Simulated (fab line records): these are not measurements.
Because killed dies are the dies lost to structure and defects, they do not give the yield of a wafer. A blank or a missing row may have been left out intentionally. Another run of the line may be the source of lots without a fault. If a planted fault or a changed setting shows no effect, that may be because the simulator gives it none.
One fault through the eyes of 2 desks :: flow gf180mcu :: each desk holds nothing but its own numbers, with what lay behind them at the end

TOOL OWNER'S DESK, rie diel-03
The tool's own readings at GF_STI_ETCH_13 (etches the open film in CHF3/O2, stops on Si, target depth 282.31 nm, time 112.9 s): means of the sampled wafers that have a number, for each lot that ran on this tool. If a lot's mean is further than 4 standard deviations from the usual mean, the lot is out of limits and carries the mark OUT (the distance appears in the brackets).
Columns: A = chamber pressure mTorr at GF_STI_ETCH_13, usual 39.99 mTorr; B = drypump motor current A at GF_STI_ETCH_13, usual 5.6 A; C = oes product au at GF_STI_ETCH_13, usual 0.831 a.u.; D = throttle valve pct at GF_STI_ETCH_13, usual 8.809 %
lot: L908
first seen here: day 3 20:41
A: 39.96
B: 5.6
C: 0.840
D: 8.812

lot: L909
first seen here: day 4 00:53
A: 39.95
B: 5.5
C: 0.831
D: 8.809

lot: L910
first seen here: day 4 04:36
A: 39.98
B: 5.5
C: 0.822
D: 8.809

lot: L912
first seen here: day 4 16:26
A: 39.99
B: 5.6
C: 0.836
D: 8.809

lot: L920
first seen here: day 6 08:48
A: 39.99
B: 6.0
C: 0.778 (-8.4) OUT
D: 8.783

lot: L921
first seen here: day 6 13:33
A: 40.02
B: 5.5
C: 0.775 (-8.8) OUT
D: 8.799
This desk finds L920, L921 out of limits, L920 being first, at day 6 08:48 (oes product au at GF_STI_ETCH_13). L908, L909, L910, L912: within limits.

THE METROLOGY DESK
Means of the sampled wafers that have a number, per lot and without regard to the tool the lot ran on: this is what the gauges read. If a lot's mean is further than 4 standard deviations from the usual mean, the lot is out of limits and carries the mark OUT (the distance appears in the brackets).
Columns: A = STI_OXIDATION_THK at GF_STI_THK_MEAS_02, usual 9.96 nm; B = NWELL_OVL at GF_NWELL_OVL_MEAS_07, usual -1.0 nm; C = MVSD_OVL at GF_MVSD_OVL_MEAS_07, usual -0.7 nm
lot: L901
first seen here: day 1 16:31
A: 10.17
B: -0.7
C: -2.6

lot: L902
first seen here: day 1 21:32
A: 9.98
B: 0.1
C: -0.3

lot: L903
first seen here: day 2 02:35
A: 9.95
B: -0.0
C: -0.3

lot: L907
first seen here: day 3 01:25
A: 10.01
B: -2.6
C: -0.9

lot: L908
first seen here: day 3 05:23
A: 9.95
B: -3.0
C: -1.6

lot: L909
first seen here: day 3 10:12
A: 9.74
B: -2.0
C: 1.0

lot: L910
first seen here: day 3 13:31
A: 9.87
B: -0.3
C: -0.4

lot: L912
first seen here: day 3 23:49
A: 9.67
B: -0.2
C: -1.5

lot: L918
first seen here: day 5 06:38
A: 9.77
B: -0.2
C: 0.5

lot: L920
first seen here: day 5 15:31
A: 10.10
B: -3.2
C: 0.5

lot: L921
first seen here: day 5 20:41
A: 10.02
B: -2.1
C: -1.3

lot: L922
first seen here: day 6 01:31
A: 9.78
B: 1.9
C: 0.1
This desk found nothing out of limits on any of the 12 lots.

TAKEN TOGETHER
On L920, L921, at day 6 08:48, an alarm was possible from the tool owner's desk.
The metrology desk saw nothing out of limits.
The metrology desk holds a record of L920, L921, inside its limits.
Every lot named ran GF_STI_ETCH_13 on rie diel-03.

WHAT HAD BEEN PUT IN BY THE SIMULATOR
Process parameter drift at GF_STI_ETCH_13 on rie diel-03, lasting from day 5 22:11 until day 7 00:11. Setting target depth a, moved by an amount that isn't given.
Struck lots among those shown: L920, L921.
Hours from the fault's start to each desk's first reading out of limits: the tool owner's desk, 11.
